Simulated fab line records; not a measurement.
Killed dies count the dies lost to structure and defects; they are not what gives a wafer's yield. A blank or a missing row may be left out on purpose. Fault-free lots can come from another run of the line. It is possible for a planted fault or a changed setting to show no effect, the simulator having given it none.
What tool caused it?    flow gf180mcu    12 lots, 36 wafers sampled, at 6 steps of a route of 602

== WHAT EACH GAUGE READ, for each wafer ==
GF_V2_OVL_MEAS_15.
lot   measured      on          V2_OVL (nm)
L940  day 20 23:41  overlay-02  9 6 6
L942  day 21 17:18  overlay-02  10 3 1
L943  day 22 07:31  overlay-01  -1 -2 1
L944  day 22 17:38  overlay-01  7 7 3
L946  day 23 09:25  overlay-01  -1 -1 5
L945  day 23 10:27  overlay-01  7 5 5
L948  day 24 01:36  overlay-01  5 7 4
L950  day 24 19:18  overlay-02  -4 -9 2
L957  day 26 23:28  overlay-01  -5 -4 2
L959  day 27 08:01  overlay-02  -13 -6 -8
L960  day 27 14:03  overlay-01  -2 0 1
L961  day 27 22:13  overlay-01  7 5 7

GF_V3_THK_MEAS_01.
lot   measured      on             V3_CVD_00_THK (nm)
L940  day 22 01:51  film metro-01  596 598 598
L942  day 22 19:26  film metro-01  598 592 600
L943  day 23 09:11  film metro-04  600 593 593
L944  day 23 19:19  film metro-01  601 596 597
L946  day 24 10:01  film metro-02  604 605 600
L945  day 24 11:17  film metro-01  585 604 584
L948  day 25 02:17  film metro-01  601 588 587
L950  day 25 19:38  film metro-04  596 603 596
L957  day 27 21:50  film metro-02  592 598 601
L959  day 28 06:06  film metro-01  598 599 605
L960  day 28 12:40  film metro-01  602 603 600
L961  day 28 20:13  film metro-04  600 598 604

GF_V3_THK_MEAS_03.
lot   measured      on             V3_CVD_02_THK (nm)
L940  day 22 01:58  film metro-01  858 856 858
L942  day 22 19:34  film metro-04  835 855 861
L943  day 23 09:19  film metro-01  829 837 854
L944  day 23 19:27  film metro-04  843 880 868
L946  day 24 10:09  film metro-01  850 863 853
L945  day 24 11:25  film metro-04  834 853 841
L948  day 25 02:25  film metro-04  927 846 846 926 846 846
L950  day 25 19:46  film metro-02  921 931 854 922 931 854
L957  day 27 21:58  film metro-01  829 860 847
L959  day 28 06:14  film metro-01  833 836 853
L960  day 28 12:48  film metro-02  863 869 866
L961  day 28 20:21  film metro-02  850 858 861

GF_M4_RS_MEAS_05: the measuring method here is four-point-probe.
lot   measured      on             M4_ALCU_RS (ohm/sq)
L940  day 23 03:24  film metro-01  0.0699 0.0714 0.0719
L942  day 23 20:38  film metro-01  0.0678 0.0694 0.0697
L943  day 24 09:56  film metro-04  0.0706 0.0700 0.0690
L944  day 24 19:31  film metro-01  0.0689 0.0688 0.0693
L946  day 25 09:34  film metro-04  0.0694 0.0694 0.0690
L945  day 25 11:26  film metro-01  0.0698 0.0708 0.0702
L948  day 26 02:19  film metro-01  0.0696 0.0683 0.0690
L950  day 26 18:24  film metro-04  0.0701 0.0710 0.0710
L957  day 28 19:38  film metro-01  0.0689 0.0699 0.0687
L959  day 29 03:23  film metro-04  0.0684 0.0695 0.0691
L960  day 29 10:35  film metro-04  0.0685 0.0684 0.0688
L961  day 29 17:55  film metro-04  0.0698 0.0707 0.0698

== TOOL THAT RAN EACH LOT (tool first, then ch and the chambers of the sampled wafers, then the start) ==
lot   GF_V3_CVD_02                     GF_V3_CMP_04
L940  pecvd-01 ch 0,1,2, day 22 01:53  cmp-02 ch 1,2,3, day 22 02:10
L942  pecvd-01 ch 0,1, day 22 19:29    cmp-02 ch 0,1,3, day 22 19:37
L943  pecvd-04 ch 1,2, day 23 09:14    cmp-02 ch 1,2, day 23 09:25
L944  pecvd-01 ch 0,1,2, day 23 19:22  cmp-02 ch 0,1,3, day 23 19:36
L946  pecvd-04 ch 0,1, day 24 10:04    cmp-01 ch 2,3, day 24 10:15
L945  pecvd-02 ch 0,2, day 24 11:21    cmp-01 ch 0,2, day 24 11:32
L948  pecvd-02 ch 1,2, day 25 02:20    cmp-02 ch 0,1, day 25 04:31
L950  pecvd-02 ch 0,2, day 25 19:42    cmp-02 ch 0,2,3, day 25 21:43
L957  pecvd-04 ch 0,1, day 27 21:53    cmp-02 ch 1,2,3, day 27 22:01
L959  pecvd-02 ch 0,1,2, day 28 06:10  cmp-02 ch 0,1,3, day 28 06:23
L960  pecvd-01 ch 0,2, day 28 12:44    cmp-02 ch 0,1,3, day 28 12:58
L961  pecvd-04 ch 0,1,2, day 28 20:16  cmp-01 ch 0,2,3, day 28 20:29
- GF_V3_CVD_02: deposits SiO2 from TEOS, target thk 850 nm, time 94.851 s.
- GF_V3_CMP_04: polishes SiO2.

== AS READ BY THE TOOLS THEMSELVES (means over the sampled wafers that have a number; for cases with no such wafer, the mark the record gives instead) ==
GF_V3_CVD_02.
lot   tool      heater power w (W)
L940  pecvd-01  694
L942  pecvd-01  788
L943  pecvd-04  696
L944  pecvd-01  643
L946  pecvd-04  630
L945  pecvd-02  575
L948  pecvd-02  589
L950  pecvd-02  580
L957  pecvd-04  622
L959  pecvd-02  569
L960  pecvd-01  621
L961  pecvd-04  595

GF_V3_CMP_04.
lot   tool    head pressure psi (psi)  motor current A (A)  time to endpoint s (s)
L940  cmp-02  4.006                    12.2                 84
L942  cmp-02  3.994                    12.5                 80
L943  cmp-02  4.007                    12.4                 74
L944  cmp-02  4.003                    11.9                 83
L946  cmp-01  4.005                    11.8                 84
L945  cmp-01  3.998                    11.1                 80
L948  cmp-02  3.995                    11.8                 85
L950  cmp-02  4.000                    12.4                 96
L957  cmp-02  3.991                    12.6                 80
L959  cmp-02  3.997                    11.8                 78
L960  cmp-02  3.994                    12.0                 87
L961  cmp-01  4.006                    11.5                 86

== THE ANSWER, worked out from the rows above alone ==
Rule: usual is defined by the lots themselves. Put in order of their means at a reading, lots are off if they are a third of the lots or fewer, leave a main group of 4 or more, and stand apart from it by a gap of 3 or more times the standard deviation of the main group's means; of several such gaps the widest counts. Not used: any main group whose means are identical at the precision the tables above print for the reading. Also off: a lot with no number at a reading for which 4 or more lots have one. Where the step has rows for the other lots, those lots are counted as sound. First the gauges in route order, then the tools' own readings, where a lot's mean is used as printed above. At the first step where some lot is off, the reading lying furthest off is the one used; lots without a number count as furthest.
No lot is off at any reading shown: from this, nothing can be told.

== WHAT WAS PUT IN BY THE SIMULATOR ==
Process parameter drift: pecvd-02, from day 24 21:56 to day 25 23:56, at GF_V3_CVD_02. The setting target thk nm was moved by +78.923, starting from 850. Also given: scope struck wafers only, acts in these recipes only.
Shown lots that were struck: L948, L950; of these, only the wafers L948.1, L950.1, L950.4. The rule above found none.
